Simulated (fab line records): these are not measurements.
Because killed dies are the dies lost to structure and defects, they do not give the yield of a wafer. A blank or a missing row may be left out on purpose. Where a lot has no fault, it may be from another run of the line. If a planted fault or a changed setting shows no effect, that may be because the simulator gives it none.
Which of the tools did it? || flow sky130 || 18 wafers from 6 lots sampled at 2 of the route's 708 steps

## WHAT THE GAUGES SHOWED, per wafer
SKY_VIA2_THK_MEAS_01.
{"lot": "L674", "measured": "day 35 07:01", "on": "filmMetro-01", "VIA2_HDPCVD_THK (nm)": "1213 1187 1185"}
{"lot": "L676", "measured": "day 35 19:31", "on": "filmMetro-04", "VIA2_HDPCVD_THK (nm)": "1183 1183 1188"}
{"lot": "L679", "measured": "day 37 03:55", "on": "filmMetro-01", "VIA2_HDPCVD_THK (nm)": "1173 1177 1182"}
{"lot": "L682", "measured": "day 38 02:13", "on": "filmMetro-03", "VIA2_HDPCVD_THK (nm)": "1188 1184 1175"}
{"lot": "L687", "measured": "day 40 07:15", "on": "filmMetro-03", "VIA2_HDPCVD_THK (nm)": "1174 1171 1170"}
{"lot": "L695", "measured": "day 41 17:45", "on": "filmMetro-03", "VIA2_HDPCVD_THK (nm)": "1161 1172 1166"}

## WHICH TOOL RAN EACH LOT (tool, then ch and the chambers of the sampled wafers, then the start)
{"lot": "L674", "SKY_VIA2_HDPCVD_00": "hdpcvd-02 ch 0,1,2, day 35 06:56"}
{"lot": "L676", "SKY_VIA2_HDPCVD_00": "hdpcvd-02 ch 0,1, day 35 19:23"}
{"lot": "L679", "SKY_VIA2_HDPCVD_00": "hdpcvd-02 ch 0,1, day 37 03:48"}
{"lot": "L682", "SKY_VIA2_HDPCVD_00": "hdpcvd-02 ch 0,1, day 38 02:05"}
{"lot": "L687", "SKY_VIA2_HDPCVD_00": "hdpcvd-01 ch 0,1,2, day 40 07:07"}
{"lot": "L695", "SKY_VIA2_HDPCVD_00": "hdpcvd-01 ch 0,1,2, day 41 17:37"}
- SKY_VIA2_HDPCVD_00: deposits SiO2, target thk 1180 nm, time 196.7 s.

## THE ANSWER, worked out from the rows above alone
Rule: the lots themselves supply what counts as usual. The widest of any qualifying gaps counts: lots, ordered by their means at a reading, are off when they make up no more than a third of the lots, leave a main group of 4 or more, and stand apart from it by 3 or more times the standard deviation of that group's means. A main group whose means are all the same, to the digits that the tables above print for the reading, isn't used. A lot without any number at a reading at which 4 lots or more have one is off too. Where the step has rows for the other lots, those lots are counted as sound.
No lot is off on any of the readings shown, so nothing can be concluded from this.

## WHAT THE SIMULATOR HAD PUT IN
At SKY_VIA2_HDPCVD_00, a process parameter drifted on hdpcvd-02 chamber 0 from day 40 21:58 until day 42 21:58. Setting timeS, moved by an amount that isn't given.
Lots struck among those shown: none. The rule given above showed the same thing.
